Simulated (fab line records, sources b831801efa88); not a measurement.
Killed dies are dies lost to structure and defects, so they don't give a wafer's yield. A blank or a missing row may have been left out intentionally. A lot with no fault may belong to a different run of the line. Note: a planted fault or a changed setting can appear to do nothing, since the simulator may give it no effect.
What tool caused it? :: flow sky130 :: 33 wafers from 11 lots sampled at 4 of the route's 708 steps

== WHAT EACH GAUGE READ, for each wafer ==
SKY_METAL4_OVL_MEAS_14. Usual: METAL4_OVL gives 2 nm (standard deviation 4.6).
lot: L173
measured: day 42 00:41
on: overlay-01
METAL4_OVL (nm): 9 2 4
flag: 

lot: L175
measured: day 42 10:51
on: overlay-01
METAL4_OVL (nm): 7 2 -3
flag: 

lot: L176
measured: day 42 16:38
on: overlay-01
METAL4_OVL (nm): 4 10 1
flag: 

lot: L178
measured: day 43 19:08
on: overlay-01
METAL4_OVL (nm): 5 1 -2
flag: 

lot: L181
measured: day 44 10:32
on: overlay-01
METAL4_OVL (nm): -1 3 1
flag: 

lot: L182
measured: day 44 20:05
on: overlay-02
METAL4_OVL (nm): 1 0 5
flag: 

lot: L188
measured: day 46 03:47
on: overlay-01
METAL4_OVL (nm): 6 2 -1
flag: 

lot: L191
measured: day 46 18:37
on: overlay-02
METAL4_OVL (nm): 0 -3 0
flag: 

lot: L194
measured: day 47 16:08
on: overlay-02
METAL4_OVL (nm): 0 -3 5
flag: 

lot: L196
measured: day 47 17:17
on: overlay-02
METAL4_OVL (nm): -4 2 -1
flag: 

lot: L195
measured: day 47 19:44
on: overlay-01
METAL4_OVL (nm): 4 2 3
flag: 

SKY_METAL5_THK_MEAS_06: measures by xrf. Usual: METAL5_ALCU_THK gives 1145 nm (standard deviation 14).
lot: L173
measured: day 43 02:34
on: film-metro-03
METAL5_ALCU_THK (nm): 1161 1169 1163
flag: 

lot: L175
measured: day 43 12:35
on: film-metro-03
METAL5_ALCU_THK (nm): 1141 1153 1149
flag: 

lot: L176
measured: day 43 18:34
on: film-metro-04
METAL5_ALCU_THK (nm): 1140 1142 1140
flag: 

lot: L178
measured: day 44 20:59
on: film-metro-03
METAL5_ALCU_THK (nm): 1147 1135 1131
flag: 

lot: L181
measured: day 45 10:57
on: film-metro-03
METAL5_ALCU_THK (nm): 1154 1146 1144
flag: 

lot: L182
measured: day 45 19:40
on: film-metro-01
METAL5_ALCU_THK (nm): 1137 1147 1135
flag: 

lot: L188
measured: day 47 02:30
on: film-metro-04
METAL5_ALCU_THK (nm): 1164 1099 1162
flag: 

lot: L191
measured: day 47 17:22
on: film-metro-04
METAL5_ALCU_THK (nm): 1160 1095 1169
flag: 

lot: L194
measured: day 48 14:59
on: film-metro-01
METAL5_ALCU_THK (nm): 1141 1150 1141
flag: 

lot: L196
measured: day 48 15:35
on: film-metro-01
METAL5_ALCU_THK (nm): 1143 1137 1143
flag: 

lot: L195
measured: day 48 18:11
on: film-metro-04
METAL5_ALCU_THK (nm): 1151 1144 1133
flag: 

== WHICH TOOL RAN EACH LOT (tool, then ch and the chambers of the sampled wafers, then the start) ==
lot: L173
SKY_METAL4_ETCH_17: rie-diel-04 ch 1,2,3, day 42 00:51
SKY_METAL5_SPUTTER_04: pvd-sputter-03, day 43 02:23

lot: L175
SKY_METAL4_ETCH_17: rie-diel-01 ch 0,1,2, day 42 11:00
SKY_METAL5_SPUTTER_04: pvd-sputter-04, day 43 12:23

lot: L176
SKY_METAL4_ETCH_17: rie-diel-04 ch 0,2,3, day 42 16:47
SKY_METAL5_SPUTTER_04: pvd-sputter-01, day 43 18:24

lot: L178
SKY_METAL4_ETCH_17: rie-diel-01 ch 1,3, day 43 19:17
SKY_METAL5_SPUTTER_04: pvd-sputter-04, day 44 20:49

lot: L181
SKY_METAL4_ETCH_17: rie-diel-01 ch 2,3, day 44 10:42
SKY_METAL5_SPUTTER_04: pvd-sputter-01, day 45 10:46

lot: L182
SKY_METAL4_ETCH_17: rie-diel-04 ch 0,1, day 44 20:15
SKY_METAL5_SPUTTER_04: pvd-sputter-01, day 45 19:30

lot: L188
SKY_METAL4_ETCH_17: rie-diel-04 ch 0,2,3, day 46 03:56
SKY_METAL5_SPUTTER_04: pvd-sputter-01, day 47 02:20

lot: L191
SKY_METAL4_ETCH_17: rie-diel-04 ch 0,1, day 46 18:46
SKY_METAL5_SPUTTER_04: pvd-sputter-01, day 47 17:11

lot: L194
SKY_METAL4_ETCH_17: rie-diel-03 ch 0,1,3, day 47 16:18
SKY_METAL5_SPUTTER_04: pvd-sputter-04, day 48 14:47

lot: L196
SKY_METAL4_ETCH_17: rie-diel-01 ch 1,2,3, day 47 17:27
SKY_METAL5_SPUTTER_04: pvd-sputter-03, day 48 15:24

lot: L195
SKY_METAL4_ETCH_17: rie-diel-01 ch 1,2,3, day 47 19:54
SKY_METAL5_SPUTTER_04: pvd-sputter-04, day 48 18:00
- SKY_METAL4_ETCH_17: etches SiO2 in C4F8/O2/Ar, stops on TiN, time 3.9 s, target depth 15 nm.
- SKY_METAL5_SPUTTER_04: material TiN, target thk 70 nm, time 58.3 s.

== WHAT THE TOOLS THEMSELVES READ (means of the sampled wafers that have a number; where no wafer has one, the mark that the record gives instead) ==
SKY_METAL4_ETCH_17. Usual: bias-w 1201 W, standard deviation 3.3; oes-product-au 0.754 a.u., standard deviation 0.007.
lot: L173
tool: rie-diel-04
bias-w (W): 1201
oes-product-au (a.u.): 0.755
flag: 

lot: L175
tool: rie-diel-01
bias-w (W): 1203
oes-product-au (a.u.): 0.757
flag: 

lot: L176
tool: rie-diel-04
bias-w (W): 1207
oes-product-au (a.u.): 0.762
flag: 

lot: L178
tool: rie-diel-01
bias-w (W): 1203
oes-product-au (a.u.): 0.756
flag: 

lot: L181
tool: rie-diel-01
bias-w (W): 1199
oes-product-au (a.u.): 0.760
flag: 

lot: L182
tool: rie-diel-04
bias-w (W): 1201
oes-product-au (a.u.): 0.757
flag: 

lot: L188
tool: rie-diel-04
bias-w (W): 1199
oes-product-au (a.u.): 0.746
flag: 

lot: L191
tool: rie-diel-04
bias-w (W): 1200
oes-product-au (a.u.): 0.749
flag: 

lot: L194
tool: rie-diel-03
bias-w (W): 1200
oes-product-au (a.u.): 0.761
flag: 

lot: L196
tool: rie-diel-01
bias-w (W): 1201
oes-product-au (a.u.): 0.758
flag: 

lot: L195
tool: rie-diel-01
bias-w (W): 1199
oes-product-au (a.u.): 0.755
flag: 

SKY_METAL5_SPUTTER_04. Usual: throttle-valve-pct 30.0 %, standard deviation 1.2.
lot: L173
tool: pvd-sputter-03
throttle-valve-pct (%): 29.3
flag: 

lot: L175
tool: pvd-sputter-04
throttle-valve-pct (%): 29.8
flag: 

lot: L176
tool: pvd-sputter-01
throttle-valve-pct (%): 29.4
flag: 

lot: L178
tool: pvd-sputter-04
throttle-valve-pct (%): 30.1
flag: 

lot: L181
tool: pvd-sputter-01
throttle-valve-pct (%): 29.6
flag: 

lot: L182
tool: pvd-sputter-01
throttle-valve-pct (%): 30.1
flag: 

lot: L188
tool: pvd-sputter-01
throttle-valve-pct (%): 29.8
flag: 

lot: L191
tool: pvd-sputter-01
throttle-valve-pct (%): 29.7
flag: 

lot: L194
tool: pvd-sputter-04
throttle-valve-pct (%): 30.2
flag: 

lot: L196
tool: pvd-sputter-03
throttle-valve-pct (%): 29.0
flag: 

lot: L195
tool: pvd-sputter-04
throttle-valve-pct (%): 30.2
flag: 

== THE ANSWER, worked out from the rows above alone ==
Rule: lot off if the mean of its wafers having a number is beyond 3 standard deviations from the usual mean. Also off: a lot with no number at a reading for which 4 or more lots have one. All remaining lots with rows at the step are treated as sound. The gauges are gone through in route order, then the tools' own readings, and for those a lot's mean is taken as printed above. At the first step where some lot is off, the reading lying furthest off is the one used; lots without a number count as furthest.
Across all readings shown, no lot is off: no conclusion can be drawn from this.

== WHAT HAD BEEN PUT IN BY THE SIMULATOR ==
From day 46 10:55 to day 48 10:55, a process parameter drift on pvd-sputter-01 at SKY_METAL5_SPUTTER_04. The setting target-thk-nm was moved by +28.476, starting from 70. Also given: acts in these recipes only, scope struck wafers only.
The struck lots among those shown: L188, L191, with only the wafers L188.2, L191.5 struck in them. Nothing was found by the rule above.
